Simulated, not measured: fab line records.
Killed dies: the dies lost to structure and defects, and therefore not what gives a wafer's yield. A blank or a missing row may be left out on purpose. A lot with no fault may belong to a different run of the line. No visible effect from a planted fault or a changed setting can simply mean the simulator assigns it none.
Problem report in the 8D (eight disciplines) form, filled by code ; flow sky130 ; the parts of the form that need people (team, actions taken, sign-off) are left out

== 1. THE PROBLEM ==
Mean VT_ADJUST_LVTN_TW at SKY_VT_ADJUST_LVTN_TW_MEAS_10: 217 over 9 wafers in 3 lots; fault-free wafers: 240, standard deviation 3.7. Relative to the usual mean, that is a shift of -6.1 standard deviations.
The first sign was on wafer L956.2 at day 9 17:35, on film_metro-02. The record has a number at this step for 42 wafers belonging to 14 lots. Rule for "out", or "out of limits": more than 4 standard deviations from the usual mean. All remaining wafers that have a number are taken as sound.

== 2. WHAT THIS IS AND IS NOT ==
question;is;is not
which readings at this step;VT_ADJUST_LVTN_TW;-
which lots;L955, L956, L958;L946, L947, L948, L950, L951, L953, L964, L965, L966, L967, L968
which wafers of those lots;all that have a number;-
read on which gauges;film_metro-01, film_metro-02;film_metro-03
when;from day 9 17:35;"up to then (18 sound wafers); but 15 sound wafers of L964, L965, L966, L967, L968 came after"

== 3. SUSPECTS, AND WHAT RULES EACH OUT ==
Counting: any tool at a process step up to the reading is kept as a suspect provided that every lot that is out went through it and no sound lot did after the first of them.
- the gauge at SKY_VT_ADJUST_LVTN_TW_MEAS_10: ruled out. Those wafers that are out were read across 2 gauges (film_metro-01, film_metro-02).
- implanter-01 at SKY_VT_ADJUST_LVTN_IMPLANT_08: ruled out as a lasting fault. The sound lots L966 went through it after L956, its earliest lot that is out (day 9 17:22).
Left after counting: nothing in the record.

== 4. THE CAUSE (what the simulator had put in) ==
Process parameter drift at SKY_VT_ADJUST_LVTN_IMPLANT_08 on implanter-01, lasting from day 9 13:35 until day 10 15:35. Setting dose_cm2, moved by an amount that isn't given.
It was ruled out by counting, in error; the rule expects a fault to strike all lots run on its tool from its start on, and this fault did not.

== 5. THE CHAIN OF EFFECTS, in route order ==
Each row: a reading where the mean over the struck wafers with a number is more than 3 standard deviations away from the usual. Only readings for which the record gives a usual standard deviation are gone through. hours: the time from each lot's start at the first step in this table that gives one to its start at this step, as a median over the lots. sigmas: the change in usual standard deviations.
hours;step;reading;usual;on struck wafers;change;sigmas
0;SKY_VT_ADJUST_LVTN_IMPLANT_08;dose_ions_cm2;1.5699e+12;1.1105e+12;-4.5936e+11;-99 or more
0;SKY_VT_ADJUST_LVTN_IMPLANT_08;faraday_current_uA;8.86;6.25;-2.61;-15
0;SKY_VT_ADJUST_LVTN_TW_MEAS_10;VT_ADJUST_LVTN_TW;240;217;-23;-6.1
Here are the process steps it includes:
- SKY_VT_ADJUST_LVTN_IMPLANT_08
Later steps that measure or inspect, where all struck wafers having a row at the step show a number for every such reading and not one has moved that far: SKY_VT_ADJUST_NCORE_OVL_MEAS_08.

== 6. WHAT WOULD HAVE CAUGHT IT SOONER ==
In this record the first reading out of limits at a measuring or inspecting step was taken at day 9 17:35, 4 hours after the fault began at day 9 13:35.
At SKY_VT_ADJUST_LVTN_IMPLANT_08, the tool's own readings (dose_ions_cm2, faraday_current_uA) were out on each struck wafer the step has a row for, so an alarm limit on them would have fired on the first such wafer.
